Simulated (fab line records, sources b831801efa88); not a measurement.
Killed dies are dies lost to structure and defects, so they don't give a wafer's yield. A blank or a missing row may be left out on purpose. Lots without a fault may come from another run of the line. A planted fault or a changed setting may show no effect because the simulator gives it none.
Chamber matching | flow gf180mcu | GF_MIM_CVD_05 on pecvd-01: 3 sister chambers
The step deposits Si3N4, target thk 42 nm, time 29.086 s. 6 wafers are shown with their chamber, then 9 later ones without.

WAFERS WITH THEIR CHAMBER
wafer  | chamber | heater_power_w (W)
L091.1 | 2       | 635
L091.2 | 0       | 724
L091.3 | 1       | 698
L092.1 | 0       | 630
L092.2 | 2       | 635
L092.3 | 1       | 762

WAFERS WITHOUT THEIR CHAMBER
wafer  | heater_power_w (W)
L092.4 | 758
L092.5 | 620
L092.6 | 630
L095.1 | 722
L095.3 | 726
L095.4 | 663
L097.2 | 660
L097.3 | 758
L097.6 | 644

WHICH CHAMBER EACH WENT THROUGH
wafer  | from the rows above          | in truth
L092.4 | can't be placed: 1 or 0      | 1
L092.5 | can't be placed: 2 or 0      | 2
L092.6 | can't be placed: 2 or 0      | 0
L095.1 | can't be placed: 1 or 0 or 2 | 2
L095.3 | can't be placed: 1 or 0 or 2 | 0
L095.4 | can't be placed: 0 or 2 or 1 | 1
L097.2 | can't be placed: 0 or 2 or 1 | 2
L097.3 | can't be placed: 1 or 0      | 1
L097.6 | can't be placed: 2 or 0 or 1 | 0
Placed correctly: 0 of 9. Can't be placed from these rows: 9 (the true chamber is among the candidates in 9). Placed wrongly: 0.
How it was worked out, from the rows above alone: a wafer's distance from a chamber is the root of the sum, over the readings, of the square of ((its reading less the chamber's mean) divided by the reading's scatter). The wafer belongs to the nearest chamber; if the next one is less than 2 further off, it can't be placed. A chamber's mean is the mean of its shown wafers. The scatter: the root of (the sum of the squares of (reading less its chamber's mean) over the shown wafers, divided by (wafers less chambers)).
